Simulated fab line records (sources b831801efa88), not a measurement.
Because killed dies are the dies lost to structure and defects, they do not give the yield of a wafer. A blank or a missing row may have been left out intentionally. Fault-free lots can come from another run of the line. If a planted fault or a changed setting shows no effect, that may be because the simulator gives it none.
fab line records + flow sky130
record:
- lots: 13
- wafers: 39
- last-day: 50
route steps=708 shown METAL2@499 VIA2@528 METAL3@533 PAD_OPEN@708
lots untouched by any fault: they come from a run of this same line in which no faults occurred
start-h: the number of hours between the record's first day and the start of the first shown wafer of the lot + wait-h: how many hours have passed since the lot's step before this one + " the same as in the row above + L1.1+2: several wafers, shown together as one row + - either no value or no given start + * or withheld: withheld + < > ~ a bound
route shown NAME@n: a module of which the file shows steps, and the number in the route of the first + usual: average and standard deviation across the fault-free wafers + same: alike in all rows + chamber/n: place in a boat + sites: each site's reading + _std_site: the standard deviation of these + _edge_site: mean of outer sites minus mean of inner sites + radius-mm: for every site, how far away it sits from the centre of the wafer + mask NAME#n: copy n + behind: the last tool/chamber to shape the wafer + hold: reason for holding the lot/hours on hold/outcome of the hold + device: which transistor (n, p or np) failed to switch + end of line: tests of these same wafers at the route's end + step lacking rows: just its recipe + killed: dies lost to structure and defects at the first sort, not the wafer's yield + map: the dies of a wafer, with x for killed, . for not killed, _ for no die there
set.NAME: the setting as run; set.NAME@STEP: as run at that earlier step + model.NAME: the simulator's own value behind a step, which no gauge read
one table for each step of the route and one row for each wafer, over a sample of lots
services: when a tool's chamber went out of use (start-h, in hours from the record's first day, below 0 if earlier), for how many hours, and the reason
== steps ==
step: SKY_METAL2_OVL_MEAS_16
usual:
- METAL2_OVL: 6/4.4
| lot.wafer | tool       | chamber | start-h | wait-h | METAL2_OVL[nm] |
|-----------|------------|---------|---------|--------|----------------|
| L277.1    | overlay-02 | -       | 799.71  | 0.1    | 1              |
| L277.3    | "          | -       | "       | "      | 6              |
| L277.5    | "          | -       | "       | "      | -3             |
| L278.4    | overlay-01 | -       | 812.20  | 0.1    | 8              |
| L278.5    | "          | -       | "       | "      | 7              |
| L278.6    | "          | -       | "       | "      | 9              |
| L279.2    | overlay-01 | -       | 820.89  | 0.1    | 13             |
| L279.4    | "          | -       | "       | "      | 10             |
| L279.5    | "          | -       | "       | "      | 10             |
| L281.1    | overlay-02 | -       | 847.33  | 0.1    | 7              |
| L281.2    | "          | -       | "       | "      | 7              |
| L281.3    | "          | -       | "       | "      | 10             |
| L282.3    | overlay-01 | -       | 861.44  | 0.1    | 5              |
| L282.4    | "          | -       | "       | "      | 3              |
| L282.6    | "          | -       | "       | "      | 7              |
| L283.2    | overlay-02 | -       | 866.71  | 0.1    | 11             |
| L283.3    | "          | -       | "       | "      | 7              |
| L283.4    | "          | -       | "       | "      | 10             |
| L284.1    | overlay-02 | -       | 869.83  | 0.1    | 1              |
| L284.5    | "          | -       | "       | "      | 3              |
| L284.6    | "          | -       | "       | "      | 3              |
| L291.1    | overlay-02 | -       | 917.96  | 0.1    | 3              |
| L291.2    | "          | -       | "       | "      | 7              |
| L291.4    | "          | -       | "       | "      | 7              |
| L294.2    | overlay-01 | -       | 948.27  | 0.1    | 0              |
| L294.4    | "          | -       | "       | "      | 0              |
| L294.5    | "          | -       | "       | "      | 9              |
| L293.3    | overlay-02 | -       | 948.27  | 0.1    | 2              |
| L293.5    | "          | -       | "       | "      | 3              |
| L293.6    | "          | -       | "       | "      | 1              |
| L299.1    | overlay-01 | -       | 991.43  | 0.1    | 12             |
| L299.3    | "          | -       | "       | "      | 10             |
| L299.6    | "          | -       | "       | "      | 12             |
| L298.1    | overlay-02 | -       | 991.78  | 0.1    | 13             |
| L298.3    | "          | -       | "       | "      | 10             |
| L298.6    | "          | -       | "       | "      | 11             |
| L300.1    | overlay-01 | -       | 996.53  | 0.1    | 4              |
| L300.2    | "          | -       | "       | "      | 4              |
| L300.3    | "          | -       | "       | "      | 2              |
step: SKY_VIA2_CVD_21
recipe:
- material: W
- target-thk-nm: 420
- time-s: 126.4
- temp-c: 400
- pressure-torr: 40
usual:
- heater-power-w: 787/28
| lot.wafer | tool     | chamber | start-h | wait-h | heater-power-w |
|-----------|----------|---------|---------|--------|----------------|
| L277.1    | cvd-w-02 | 1       | 827.96  | 0.0    | 868            |
| L277.3    | "        | 1       | "       | "      | 846            |
| L277.5    | "        | 0       | "       | "      | 777            |
| L278.4    | cvd-w-02 | 1       | 840.88  | 0.0    | 857            |
| L278.5    | "        | 1       | "       | "      | 836            |
| L278.6    | "        | 0       | "       | "      | 801            |
| L279.2    | cvd-w-01 | 1       | 848.80  | 0.0    | 750            |
| L279.4    | "        | 0       | "       | "      | 748            |
| L279.5    | "        | 0       | "       | "      | 777            |
| L281.1    | cvd-w-01 | 1       | 876.82  | 0.0    | 756            |
| L281.2    | "        | 0       | "       | "      | 777            |
| L281.3    | "        | 0       | "       | "      | 781            |
| L282.3    | cvd-w-02 | 1       | 890.49  | 0.1    | 877            |
| L282.4    | "        | 0       | "       | "      | 794            |
| L282.6    | "        | 1       | "       | "      | 855            |
| L283.2    | cvd-w-01 | 0       | 894.59  | 0.0    | 774            |
| L283.3    | "        | 0       | "       | "      | 763            |
| L283.4    | "        | 1       | "       | "      | 756            |
| L284.1    | cvd-w-01 | 1       | 898.18  | 0.0    | 754            |
| L284.5    | "        | 0       | "       | "      | 757            |
| L284.6    | "        | 1       | "       | "      | 761            |
| L291.1    | cvd-w-02 | 0       | 944.53  | 0.0    | 787            |
| L291.2    | "        | 1       | "       | "      | 782            |
| L291.4    | "        | 0       | "       | "      | 799            |
| L293.3    | cvd-w-02 | 1       | 974.50  | 0.1    | 773            |
| L293.5    | "        | 1       | "       | "      | 772            |
| L293.6    | "        | 0       | "       | "      | 805            |
| L294.2    | cvd-w-02 | 1       | 974.62  | 0.0    | 789            |
| L294.4    | "        | 1       | "       | "      | 783            |
| L294.5    | "        | 0       | "       | "      | 801            |
| L299.1    | cvd-w-01 | 1       | 1016.92 | 0.0    | 774            |
| L299.3    | "        | 0       | "       | "      | 756            |
| L299.6    | "        | 1       | "       | "      | 740            |
| L298.1    | cvd-w-02 | 1       | 1017.23 | 0.0    | 759            |
| L298.3    | "        | 1       | "       | "      | 764            |
| L298.6    | "        | 1       | "       | "      | 800            |
| L300.1    | cvd-w-01 | 1       | 1021.70 | 0.0    | 758            |
| L300.2    | "        | 0       | "       | "      | 785            |
| L300.3    | "        | 0       | "       | "      | 757            |
step: SKY_METAL3_SPUTTER_01
recipe:
- material: TiN
- target-thk-nm: 20
- power-w: 6500
- time-s: 16.7
- chamber-pressure-pa: 0.4
usual:
- chamber-pressure-pa: 0.4000/0.00075
- throttle-valve-pct: 30.1/1.3
| lot.wafer | tool           | chamber | start-h | wait-h | chamber-pressure-pa | throttle-valve-pct |
|-----------|----------------|---------|---------|--------|---------------------|--------------------|
| L277.1    | pvd-sputter-03 | -       | 828.60  | 0.0    | 0.3995              | 28.5               |
| L277.3    | "              | -       | "       | "      | 0.4014              | 31.0               |
| L277.5    | "              | -       | "       | "      | 0.4000              | 30.0               |
| L278.4    | pvd-sputter-02 | -       | 841.46  | 0.0    | 0.4004              | 30.5               |
| L278.5    | "              | -       | "       | "      | 0.4003              | 30.0               |
| L278.6    | "              | -       | "       | "      | 0.4012              | 29.3               |
| L279.2    | pvd-sputter-03 | -       | 849.43  | 0.0    | 0.4004              | 30.2               |
| L279.4    | "              | -       | "       | "      | 0.3998              | 30.7               |
| L279.5    | "              | -       | "       | "      | 0.4004              | 28.7               |
| L281.1    | pvd-sputter-04 | -       | 877.45  | 0.0    | 0.3987              | 29.3               |
| L281.2    | "              | -       | "       | "      | 0.3995              | 32.0               |
| L281.3    | "              | -       | "       | "      | 0.4003              | 32.4               |
| L282.3    | pvd-sputter-02 | -       | 891.24  | 0.0    | 0.4013              | 29.1               |
| L282.4    | "              | -       | "       | "      | 0.3991              | 29.9               |
| L282.6    | "              | -       | "       | "      | 0.3999              | 29.2               |
| L283.2    | pvd-sputter-03 | -       | 895.22  | 0.0    | 0.3998              | 29.1               |
| L283.3    | "              | -       | "       | "      | 0.3999              | 29.9               |
| L283.4    | "              | -       | "       | "      | 0.3996              | 31.4               |
| L284.1    | pvd-sputter-04 | -       | 898.93  | 0.0    | 0.3994              | 32.2               |
| L284.5    | "              | -       | "       | "      | 0.3998              | 28.5               |
| L284.6    | "              | -       | "       | "      | 0.4002              | 29.3               |
| L291.1    | pvd-sputter-02 | -       | 945.16  | 0.0    | 0.3731              | 29.4               |
| L291.2    | "              | -       | "       | "      | 0.3749              | 31.0               |
| L291.4    | "              | -       | "       | "      | 0.3728              | 31.0               |
| L293.3    | pvd-sputter-03 | -       | 975.09  | 0.0    | 0.3988              | 28.5               |
| L293.5    | "              | -       | "       | "      | 0.4011              | 30.8               |
| L293.6    | "              | -       | "       | "      | 0.4004              | 30.0               |
| L294.2    | pvd-sputter-02 | -       | 975.27  | 0.0    | 0.3744              | 31.4               |
| L294.4    | "              | -       | "       | "      | 0.3747              | 29.3               |
| L294.5    | "              | -       | "       | "      | 0.3731              | 30.9               |
| L299.1    | pvd-sputter-04 | -       | 1017.55 | 0.0    | 0.3994              | 28.5               |
| L299.3    | "              | -       | "       | "      | 0.4002              | 29.3               |
| L299.6    | "              | -       | "       | "      | 0.4004              | 28.5               |
| L298.1    | pvd-sputter-04 | -       | 1017.87 | 0.0    | 0.3996              | 28.2               |
| L298.3    | "              | -       | "       | "      | 0.3997              | 32.4               |
| L298.6    | "              | -       | "       | "      | 0.4009              | 32.3               |
| L300.1    | pvd-sputter-04 | -       | 1022.33 | 0.0    | 0.3994              | 32.0               |
| L300.2    | "              | -       | "       | "      | 0.3992              | 32.3               |
| L300.3    | "              | -       | "       | "      | 0.3992              | 28.6               |
step: SKY_METAL3_SPUTTER_04
recipe:
- material: TiN
- target-thk-nm: 70
- power-w: 6500
- time-s: 58.3
- chamber-pressure-pa: 0.4
usual:
- chamber-pressure-pa: 0.4001/0.00073
- throttle-valve-pct: 30.1/1.3
| lot.wafer | tool           | chamber | start-h | wait-h | chamber-pressure-pa | throttle-valve-pct |
|-----------|----------------|---------|---------|--------|---------------------|--------------------|
| L277.1    | pvd-sputter-03 | -       | 828.68  | 0.0    | 0.4010              | 28.5               |
| L277.3    | "              | -       | "       | "      | 0.4000              | 31.1               |
| L277.5    | "              | -       | "       | "      | 0.4008              | 30.3               |
| L278.4    | pvd-sputter-02 | -       | 841.55  | 0.0    | 0.4001              | 30.7               |
| L278.5    | "              | -       | "       | "      | 0.4009              | 30.2               |
| L278.6    | "              | -       | "       | "      | 0.4014              | 29.2               |
| L279.2    | pvd-sputter-03 | -       | 849.52  | 0.0    | 0.3997              | 30.1               |
| L279.4    | "              | -       | "       | "      | 0.3995              | 30.8               |
| L279.5    | "              | -       | "       | "      | 0.4007              | 28.6               |
| L281.1    | pvd-sputter-04 | -       | 877.53  | 0.0    | 0.3999              | 29.5               |
| L281.2    | "              | -       | "       | "      | 0.3983              | 32.1               |
| L281.3    | "              | -       | "       | "      | 0.4007              | 32.2               |
| L282.3    | pvd-sputter-02 | -       | 891.32  | 0.0    | 0.4007              | 29.4               |
| L282.4    | "              | -       | "       | "      | 0.3997              | 30.0               |
| L282.6    | "              | -       | "       | "      | 0.4006              | 29.2               |
| L283.2    | pvd-sputter-03 | -       | 895.30  | 0.0    | 0.4002              | 29.2               |
| L283.3    | "              | -       | "       | "      | 0.4006              | 30.1               |
| L283.4    | "              | -       | "       | "      | 0.4002              | 31.0               |
| L284.1    | pvd-sputter-04 | -       | 903.68  | 0.0    | 0.4008              | 32.3               |
| L284.5    | "              | -       | "       | "      | 0.3994              | 28.7               |
| L284.6    | "              | -       | "       | "      | 0.3990              | 29.2               |
| L291.1    | pvd-sputter-02 | -       | 945.25  | 0.0    | 0.4017              | 28.5               |
| L291.2    | "              | -       | "       | "      | 0.3997              | 30.2               |
| L291.4    | "              | -       | "       | "      | 0.4007              | 30.2               |
| L293.3    | pvd-sputter-03 | -       | 975.17  | 0.0    | 0.4018              | 28.7               |
| L293.5    | "              | -       | "       | "      | 0.4007              | 31.1               |
| L293.6    | "              | -       | "       | "      | 0.4013              | 30.1               |
| L294.2    | pvd-sputter-02 | -       | 975.35  | 0.0    | 0.3999              | 30.2               |
| L294.4    | "              | -       | "       | "      | 0.4003              | 28.4               |
| L294.5    | "              | -       | "       | "      | 0.3998              | 30.2               |
| L299.1    | pvd-sputter-04 | -       | 1017.63 | 0.0    | 0.3989              | 28.4               |
| L299.3    | "              | -       | "       | "      | 0.4002              | 29.4               |
| L299.6    | "              | -       | "       | "      | 0.3994              | 28.6               |
| L298.1    | pvd-sputter-04 | -       | 1017.95 | 0.0    | 0.4010              | 28.4               |
| L298.3    | "              | -       | "       | "      | 0.3997              | 32.2               |
| L298.6    | "              | -       | "       | "      | 0.4000              | 32.2               |
| L300.1    | pvd-sputter-04 | -       | 1022.42 | 0.0    | 0.4013              | 32.3               |
| L300.2    | "              | -       | "       | "      | 0.3993              | 32.0               |
| L300.3    | "              | -       | "       | "      | 0.3992              | 28.1               |
step: SKY_PAD_OPEN_PROBE_99
usual:
- defect-limited-yield: 82.7/1.9
- killed_at_M0_to_M3: 43/6.6
- killed_at_M4_up: 3.1/1.6
- killed-at-contacts: 23/5.6
- killed-at-front-end: 15/4.2
- killed-at-other: 0.2/0.43
- killed-dies: 85/9.3
- killed-open: 46/6.6
- killed-short: 39/6.2
- sort_bin_3_pad_short: 0.8/0.37
- sort_bin_5_function: 10.2/1.5
- sort_bin_6_memory: 6.2/1.1
- sort-n-pass: 407/9.3
- sort-yield-pct: 82.7/1.9
same:
- gross-dies: 492
- killed-at-back-side: 0
- sort_bin_4_leakage[%]: 0
- sort_bin_8_speed[%]: 0
| lot.wafer | tool      | chamber | start-h | wait-h | defect-limited-yield[%] | killed_at_M0_to_M3 | killed_at_M4_up | killed-at-contacts | killed-at-front-end | killed-at-other | killed-dies | killed-open | killed-short | sort_bin_3_pad_short[%] | sort_bin_5_function[%] | sort_bin_6_memory[%] | sort-n-pass | sort-yield-pct[%] |
|-----------|-----------|---------|---------|--------|-------------------------|--------------------|-----------------|--------------------|---------------------|-----------------|-------------|-------------|--------------|-------------------------|------------------------|----------------------|-------------|-------------------|
| L293.3    | prober-02 | -       | 1170.93 | 0.2    | 82.5                    | 48                 | 2               | 21                 | 15                  | 0               | 86          | 45          | 41           | 1.4                     | 8.1                    | 7.9                  | 406         | 82.5              |
| L293.5    | prober-02 | -       | 1171.03 | 0.2    | 84.8                    | 28                 | 2               | 27                 | 18                  | 0               | 75          | 42          | 33           | 0.4                     | 10.6                   | 4.3                  | 417         | 84.8              |
| L293.6    | prober-02 | -       | 1171.08 | 0.2    | 83.5                    | 41                 | 5               | 21                 | 14                  | 0               | 81          | 40          | 41           | 0.8                     | 10.6                   | 5.1                  | 411         | 83.5              |
| L294.2    | prober-02 | -       | 1173.20 | 0.1    | 83.3                    | 50                 | 1               | 16                 | 15                  | 0               | 82          | 44          | 38           | 0.4                     | 10.0                   | 6.3                  | 410         | 83.3              |
| L294.4    | prober-02 | -       | 1173.30 | 0.2    | 82.5                    | 40                 | 1               | 25                 | 20                  | 0               | 86          | 50          | 36           | 1.2                     | 10.6                   | 5.7                  | 406         | 82.5              |
| L294.5    | prober-02 | -       | 1173.35 | 0.2    | 82.5                    | 38                 | 4               | 30                 | 14                  | 0               | 86          | 50          | 36           | 0.6                     | 10.0                   | 6.9                  | 406         | 82.5              |
killed by level:class
L293.3 VIA1:geometric-particle:open=13 CONTACT:geometric-particle:open=6 VIA2:geometric-particle:open=6 FIELD_ISO:geometric-particle:open=5 LI_CONTACT:geometric-particle:open=5 CONTACT:geometric-particle:short=5 VIA1:geometric-particle:short=5 VIA3:geometric-particle:open=5
L293.5 VIA1:geometric-particle:open=9 LI_CONTACT:geometric-particle:open=7 CONTACT:geometric-particle:open=7 CONTACT:geometric-particle:short=7 FIELD_ISO:geometric-particle:open=5 POLY_GATE:geometric-particle:open=4 METAL2:geometric-particle:short=4 VIA3:geometric-particle:open=4
L293.6 VIA1:geometric-particle:short=10 VIA1:geometric-particle:open=9 LI_CONTACT:geometric-particle:open=7 CONTACT:geometric-particle:open=6 METAL2:geometric-particle:short=6 CONTACT:geometric-particle:short=5 METAL1:geometric-particle:short=5 VIA2:geometric-particle:open=5
L294.2 VIA1:geometric-particle:open=13 VIA2:geometric-particle:open=9 VIA1:geometric-particle:short=6 VIA3:geometric-particle:open=6 METAL1:geometric-particle:short=5 FIELD_ISO:geometric-particle:short=4 POLY_GATE:geometric-particle:open=4 LOCAL_INTERCONNECT:geometric-particle:short=4
L294.4 VIA1:geometric-particle:open=13 FIELD_ISO:geometric-particle:open=7 CONTACT:geometric-particle:short=6 CONTACT:geometric-particle:open=6 METAL1:geometric-particle:short=6 VIA3:geometric-particle:open=6 FIELD_ISO:geometric-particle:short=5 VIA2:geometric-particle:open=5
L294.5 CONTACT:geometric-particle:open=14 VIA1:geometric-particle:open=8 METAL1:geometric-particle:short=7 VIA2:geometric-particle:open=7 LI_CONTACT:geometric-particle:open=6 CONTACT:geometric-particle:short=5 POLY_GATE:geometric-particle:open=4 VIA3:geometric-particle:open=4
== services ==
| tool           | chamber | start-h | hours | kind       |
|----------------|---------|---------|-------|------------|
| pvd-sputter-04 | -       | 829.68  | 2.6   | repair     |
| pvd-sputter-04 | -       | 842.94  | 2.8   | repair     |
| cvd-w-02       | -       | 845.11  | 1.3   | repair     |
| cvd-w-02       | -       | 904.00  | 14.0  | pm         |
| cvd-w-02       | 0       | 904.00  | 14.0  | vent-cycle |
| cvd-w-02       | 1       | 904.00  | 14.0  | vent-cycle |
| pvd-sputter-04 | -       | 905.54  | 3.6   | repair     |
| cvd-w-02       | 0       | 918.00  | -     | clean      |
| cvd-w-02       | 1       | 918.00  | -     | clean      |
| cvd-w-01       | -       | 932.22  | 0.8   | repair     |
| cvd-w-02       | -       | 938.23  | 6.0   | pm         |
| cvd-w-01       | -       | 972.21  | 6.0   | pm         |
| pvd-sputter-02 | -       | 978.97  | 7.7   | repair     |
| pvd-sputter-03 | -       | 983.43  | 1.9   | repair     |
| cvd-w-01       | 0       | 992.63  | 18.6  | repair     |
| pvd-sputter-02 | -       | 996.28  | 1.3   | repair     |
| pvd-sputter-02 | -       | 997.45  | 8.9   | repair     |
| pvd-sputter-03 | -       | 1017.08 | 2.3   | repair     |
== key ==
first-sign:
- step: SKY_METAL3_SPUTTER_01
- reading: chamber-pressure-pa
- direction: down
- sigmas: 35
- usual: 0.4000
- struck: 0.3738
effect none on later readings
met-at SKY_METAL3_SPUTTER_01
struck-lots L291,L294
not-acting-at SKY_METAL2_OVL_MEAS_16,SKY_VIA2_CVD_21,SKY_METAL3_SPUTTER_04
onset-between 891.24 945.16
fault:
- kind: process-parameter-drift
- tool: pvd-sputter-02
- chamber: -
- onset-h: 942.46
- steps: SKY_METAL3_SPUTTER_01
- channel: chamber-pressure-pa
- offset: -0.026206
- shape: step
- end-h: 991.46
- acts-in: these-recipes-only
- stated: 0.4
